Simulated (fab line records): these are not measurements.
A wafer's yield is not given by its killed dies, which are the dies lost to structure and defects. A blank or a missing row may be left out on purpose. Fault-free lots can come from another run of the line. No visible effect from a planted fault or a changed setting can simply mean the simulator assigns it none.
Which tool was responsible? ; flow sky130 ; 13 lots with 39 wafers sampled at 5 steps, on a route of 708 steps

== WHAT EACH GAUGE READ, for each wafer ==
SKY_POLY_GATE_OVL_MEAS_14.
lot;measured;on;POLY_GATE_OVL (nm)
L459;day 16 16:44;overlay-01;-13 -2 -5
L461;day 17 12:22;overlay-02;-1 -5 3
L462;day 18 04:22;overlay-02;12 2 0
L463;day 18 15:50;overlay-02;10 3 1
L464;day 19 01:25;overlay-02;-2 0 7
L466;day 19 11:22;overlay-01;2 -1 -1
L467;day 19 21:26;overlay-01;-5 -4 -5
L468;day 20 13:26;overlay-02;1 2 -1
L469;day 20 17:02;overlay-01;-8 -12 -6
L470;day 20 22:44;overlay-01;1 1 5
L475;day 22 15:38;overlay-02;2 -2 -3
L477;day 23 11:08;overlay-02;-1 -6 -4
L481;day 24 17:29;overlay-01;-3 -10 -1

SKY_POLY_GATE_THK_MEAS_21.
lot;measured;on;POLY_GATE_OXIDATION_THK (nm)
L459;day 16 19:42;filmMetro-03;3.95 4.06 4.07
L461;day 17 15:10;filmMetro-04;4.07 4.16 4.03
L462;day 18 06:23;filmMetro-03;3.84 3.90 3.96
L463;day 18 17:31;filmMetro-03;3.98 4.00 3.96
L464;day 19 03:06;filmMetro-03;4.08 4.07 4.06
L466;day 19 14:25;filmMetro-03;3.72 3.76 3.84
L467;day 20 00:01;filmMetro-03;3.83 3.81 3.85
L468;day 20 16:07;filmMetro-01;4.04 4.14 4.06
L469;day 20 18:43;filmMetro-03;4.14 4.09 4.10
L470;day 21 00:24;filmMetro-03;3.95 3.98 3.93
L475;day 22 17:19;filmMetro-03;3.95 3.89 3.97
L477;day 23 13:14;filmMetro-03;3.84 3.82 3.84
L481;day 24 20:13;filmMetro-01;4.05 4.11 4.09

SKY_LDD_N_OVL_MEAS_07.
lot;measured;on;LDD_N_OVL (nm)
L459;day 18 01:17;overlay-01;1.9 2.0 1.5
L461;day 18 21:31;overlay-01;0.0 0.3 2.0
L462;day 19 13:59;overlay-01;-3.1 -2.1 -0.6
L463;day 20 01:23;overlay-01;-0.5 -2.0 -2.3
L464;day 20 10:37;overlay-02;0.2 1.2 0.8
L466;day 20 22:01;overlay-02;4.1 3.6 3.6
L467;day 21 07:53;overlay-01;-2.5 -2.7 -4.8
L468;day 22 00:01;overlay-01;1.0 -0.7 -0.9
L469;day 22 02:50;overlay-02;1.9 2.7 1.9
L470;day 22 08:01;overlay-01;1.2 1.4 0.2
L475;day 23 23:25;overlay-02;0.2 2.9 0.2
L477;day 24 19:10;overlay-01;4.0 3.4 2.3
L481;day 26 01:52;overlay-01;0.5 -2.2 -1.6

SKY_LDD_P_TW_MEAS_11.
lot;measured;on;LDD_P_TW
L459;day 19 10:04;filmMetro-01;632 633 632
L461;day 20 06:25;filmMetro-01;629 629 627
L462;day 20 23:22;filmMetro-03;644 644 642
L463;day 21 11:13;filmMetro-02;633 631 635
L464;day 21 20:04;filmMetro-03;644 640 639
L466;day 22 08:14;filmMetro-03;639 635 637
L467;day 22 17:23;filmMetro-01;630 626 626
L468;day 23 09:22;filmMetro-03;636 638 640
L469;day 23 12:12;filmMetro-03;635 639 638
L470;day 23 17:02;filmMetro-02;631 629 633
L475;day 25 07:04;filmMetro-03;584 583 584
L477;day 26 02:28;filmMetro-01;582 585 582
L481;day 27 08:46;filmMetro-01;634 633 636

== WHICH TOOL RAN EACH LOT (tool, then ch and the chambers of the sampled wafers, then the start) ==
lot;SKY_LDD_P_IMPLANT_09
L459;implanter-01 ch 0, day 19 09:49
L461;implanter-03 ch 0, day 20 06:10
L462;implanter-01 ch 0, day 20 23:10
L463;implanter-04 ch 0, day 21 10:59
L464;implanter-03 ch 0, day 21 19:49
L466;implanter-04 ch 0, day 22 07:59
L467;implanter-04 ch 0, day 22 17:11
L468;implanter-04 ch 0, day 23 09:04
L469;implanter-01 ch 0, day 23 11:58
L470;implanter-03 ch 0, day 23 16:47
L475;implanter-03 ch 0, day 25 06:50
L477;implanter-03 ch 0, day 26 02:13
L481;implanter-01 ch 0, day 27 08:34
- SKY_LDD_P_IMPLANT_09

== AS READ BY THE TOOLS THEMSELVES (means over the sampled wafers that have a number; for cases with no such wafer, the mark the record gives instead) ==
SKY_LDD_P_IMPLANT_09.
lot;tool;beamOnS (s);faradayCurrentUA
L459;implanter-01;9.95;56.8
L461;implanter-03;10.16;55.6
L462;implanter-01;10.16;55.6
L463;implanter-04;9.77;57.5
L464;implanter-03;9.95;56.8
L466;implanter-04;10.08;55.7
L467;implanter-04;9.87;57.0
L468;implanter-04;10.18;55.3
L469;implanter-01;10.03;56.2
L470;implanter-03;10.27;54.7
L475;implanter-03;7.70;73.2
L477;implanter-03;7.75;72.6
L481;implanter-01;9.72;58.1

== THE ANSWER, worked out from the rows above alone ==
Rule: usual is defined by the lots themselves. Put in order of their means at a reading, lots are off if they are a third of the lots or fewer, leave a main group of 4 or more, and stand apart from it by a gap of 3 or more times the standard deviation of the main group's means; of several such gaps the widest counts. A main group whose means are all the same, to the digits that the tables above print for the reading, isn't used. A lot without any number at a reading at which 4 lots or more have one is off too. Any other lot the step has rows for is counted as sound. First the gauges in route order, then the tools' own readings, where a lot's mean is used as printed above. The first step at which some lot is off is used, and at that step the reading that is off furthest; a lot without a number counts as furthest.
Off: at SKY_LDD_P_TW_MEAS_11 (LDD_P_TW), L475, L477. Mean 635 and standard deviation 4.8 in the main group.
If a tool, at a process step before that reading, ran all the lots that are off and no sound lot after the first of them, it fits. The gauges at SKY_LDD_P_TW_MEAS_11 aren't tried: what is off there is off at SKY_LDD_P_IMPLANT_09 too, on other tools, and a gauge's error can't cause that. One fits: SKY_LDD_P_IMPLANT_09 on implanter-03. A fault onset in the window from L470 (day 23 16:47, its last sound lot) to L475 (day 25 06:50, its first lot off) fits.
The tool's own readings at SKY_LDD_P_IMPLANT_09 bear it out: on the lots that are off they differ by more than 5 times the standard deviation of the sound lots' means. beamOnS reads 7.72 s there against 10.01 s on the sound lots; faradayCurrentUA reads 72.9 there against 56.3 on the sound lots.

== WHAT THE SIMULATOR HAD INSERTED ==
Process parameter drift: implanter-03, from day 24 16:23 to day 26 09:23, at SKY_LDD_P_IMPLANT_09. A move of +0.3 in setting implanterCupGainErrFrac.
Struck lots among those shown: L475, L477. This agrees with what the rule above found.
